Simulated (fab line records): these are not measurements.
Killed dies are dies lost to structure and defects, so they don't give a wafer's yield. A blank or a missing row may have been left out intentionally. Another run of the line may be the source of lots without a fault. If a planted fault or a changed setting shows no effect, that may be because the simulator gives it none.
The tool behind it: which one?	flow sky130	33 wafers from 11 lots sampled at 5 of the route's 708 steps

## WHAT EACH GAUGE READ, for each wafer
SKY_CONTACT_THK_MEAS_01.
lot	measured	on	CONTACT_CVD_00_THK (nm)
L586	day 31 00:28	filmMetro-01	74.4 74.9 75.3
L587	day 31 07:59	filmMetro-02	74.6 75.2 75.5
L588	day 31 20:55	filmMetro-03	74.1 76.0 75.9
L590	day 32 07:45	filmMetro-01	74.7 73.2 74.9
L597	day 34 16:50	filmMetro-01	74.2 74.4 75.3
L598	day 34 19:14	filmMetro-02	73.8 75.8 76.7
L599	day 35 06:53	filmMetro-01	74.0 74.1 74.2
L600	day 35 13:45	filmMetro-02	76.0 76.0 76.5
L602	day 36 15:25	filmMetro-02	73.6 76.0 75.6
L605	day 36 20:59	filmMetro-02	74.4 76.8 75.7
L607	day 37 08:27	filmMetro-02	73.4 75.8 76.0

SKY_VIA1_THK_MEAS_01.
lot	measured	on	VIA1_HDPCVD_THK (nm)
L586	day 33 09:10	filmMetro-02	1047 1030 1042
L587	day 33 17:03	filmMetro-02	1043 1033 1045
L588	day 34 09:53	filmMetro-04	1037 1035 1037
L590	day 34 18:15	filmMetro-04	1051 1034 1040
L597	day 37 00:07	filmMetro-02	1033 1018 1028
L598	day 37 02:13	filmMetro-04	1015 1016 1015
L599	day 37 12:58	filmMetro-04	1037 1037 1032
L600	day 37 21:26	filmMetro-02	1029 1021 1024
L602	day 38 21:50	filmMetro-02	1036 1039 1026
L605	day 39 04:11	filmMetro-04	1008 1015 1020
L607	day 39 14:17	filmMetro-03	1029 1025 1018

## WHAT TOOL EACH LOT RAN ON (gives the tool, then ch and the chambers of the sampled wafers, and finally the start)
lot	SKY_CONTACT_CVD_24	SKY_METAL1_METAL_ETCH_19	SKY_METAL1_STRIP_20
L586	cvdW-01 ch 0,1, day 32 05:04	rieMetal-03 ch 0,1, day 33 08:23	plasmaAsher-01 ch 0,1, day 33 08:29
L587	cvdW-01 ch 0,1, day 32 13:41	rieMetal-02 ch 0, day 33 16:15	plasmaAsher-01 ch 1, day 33 16:20
L588	cvdW-01 ch 0,1, day 33 06:00	rieMetal-03 ch 0,1, day 34 09:03	plasmaAsher-03 ch 0,1, day 34 09:08
L590	cvdW-02 ch 0,1, day 33 14:49	rieMetal-03 ch 0,1, day 34 17:24	plasmaAsher-03 ch 0,1, day 34 17:29
L597	cvdW-02 ch 0,1, day 35 20:35	rieMetal-01 ch 0,1, day 36 23:18	plasmaAsher-03 ch 0,1, day 36 23:23
L598	cvdW-02 ch 0,1, day 35 22:43	rieMetal-03 ch 0,1, day 37 01:26	plasmaAsher-03 ch 0,1, day 37 01:32
L599	cvdW-01 ch 0,1, day 36 10:28	rieMetal-03 ch 0,1, day 37 12:11	plasmaAsher-01 ch 0,1, day 37 12:16
L600	cvdW-02 ch 0,1, day 36 17:05	rieMetal-01 ch 0,1, day 37 20:35	plasmaAsher-01 ch 0,1, day 37 20:41
L602	cvdW-01 ch 0, day 37 18:17	rieMetal-01 ch 1, day 38 20:58	plasmaAsher-03 ch 0,1, day 38 21:07
L605	cvdW-02 ch 0, day 38 00:46	rieMetal-01 ch 1, day 39 03:06	plasmaAsher-01 ch 0,1, day 39 03:17
L607	cvdW-02 ch 0,1, day 38 11:54	rieMetal-02 ch 0,1, day 39 13:27	plasmaAsher-01 ch 0,1, day 39 13:32
- SKY_CONTACT_CVD_24: deposits W, target thk 340 nm, time 102.12 s.
- SKY_METAL1_METAL_ETCH_19: etches the open film in Cl2/BCl3, stops on SiO2, target depth 360 nm, time 78 s.
- SKY_METAL1_STRIP_20: strips in O2/N2.

## WHAT THE TOOLS THEMSELVES READ (means of the sampled wafers that have a number; where no wafer has one, the mark that the record gives instead)
SKY_CONTACT_CVD_24.
lot	tool	heaterPowerW (W)
L586	cvdW-01	843
L587	cvdW-01	891
L588	cvdW-01	888
L590	cvdW-02	853
L597	cvdW-02	855
L598	cvdW-02	869
L599	cvdW-01	856
L600	cvdW-02	898
L602	cvdW-01	811
L605	cvdW-02	954
L607	cvdW-02	872

SKY_METAL1_METAL_ETCH_19.
lot	tool	biasW (W)	drypumpMotorCurrentA (A)	oesProductAu (a.u.)	rfFwdPowerW (W)	throttleValvePct (%)
L586	rieMetal-03	48.73	5.1	0.860	893.2	22.269
L587	rieMetal-02	48.60	5.5	0.853	892.5	22.268
L588	rieMetal-03	48.73	5.1	0.852	893.4	22.272
L590	rieMetal-03	48.37	5.1	0.863	895.6	22.266
L597	rieMetal-01	48.45	6.3	0.855	897.0	22.273
L598	rieMetal-03	50.50	5.1	0.848	892.8	22.257
L599	rieMetal-03	50.66	5.1	0.853	892.2	22.262
L600	rieMetal-01	48.48	6.5	0.857	892.7	22.263
L602	rieMetal-01	48.31	6.6	0.855	891.8	22.252
L605	rieMetal-01	48.73	6.6	0.860	896.1	22.263
L607	rieMetal-02	48.52	6.0	0.856	896.8	22.263

SKY_METAL1_STRIP_20.
lot	tool	drypumpMotorCurrentA (A)	oesProductAu (a.u.)	stripTimeToEndpointS (s)
L586	plasmaAsher-01	6.4	0.335	2.65
L587	plasmaAsher-01	5.7	0.336	2.63
L588	plasmaAsher-03	5.9	0.340	2.67
L590	plasmaAsher-03	5.7	0.343	2.65
L597	plasmaAsher-03	6.0	0.342	2.68
L598	plasmaAsher-03	5.9	0.338	2.60
L599	plasmaAsher-01	6.4	0.337	2.61
L600	plasmaAsher-01	6.1	0.346	2.71
L602	plasmaAsher-03	5.7	0.344	2.73
L605	plasmaAsher-01	6.4	0.340	2.74
L607	plasmaAsher-01	6.4	0.345	2.71

## THE ANSWER, worked out from the rows above alone
Rule: the usual values come from the lots themselves. Put in order of their means at a reading, lots are off if they are a third of the lots or fewer, leave a main group of 4 or more, and stand apart from it by a gap of 3 or more times the standard deviation of the main group's means; of several such gaps the widest counts. A main group is skipped when, at the precision printed for the reading in the tables above, its means are all equal. Also off: a lot with no number at a reading for which 4 or more lots have one. The other lots that the step has rows for count as sound. After the gauges, taken in route order, come the tools' own readings; for these a lot's mean is taken, as printed above. At the first step where some lot is off, the reading lying furthest off is the one used; lots without a number count as furthest.
Off at SKY_METAL1_METAL_ETCH_19 (biasW): L598, L599. The main group has a mean of 48.55 W with a standard deviation of 0.15.
A tool fits if, at that step or a process step before it, it ran every lot that is off, and no sound lot after the first of them. One fits: rieMetal-03 at SKY_METAL1_METAL_ETCH_19. A fault onset in the window from L590 (day 34 17:24, its last sound lot) to L598 (day 37 01:26, its first lot off) fits.
The tool's own readings at SKY_METAL1_METAL_ETCH_19 bear it out: on the lots that are off they differ by more than 5 times the standard deviation of the sound lots' means. biasW reads 50.58 W there against 48.55 W on the sound lots.

## WHAT HAD BEEN PUT IN BY THE SIMULATOR
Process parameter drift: rieMetal-03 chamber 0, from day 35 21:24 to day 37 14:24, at SKY_METAL1_METAL_ETCH_19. From 48.5, the setting biasW moved by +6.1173. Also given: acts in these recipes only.
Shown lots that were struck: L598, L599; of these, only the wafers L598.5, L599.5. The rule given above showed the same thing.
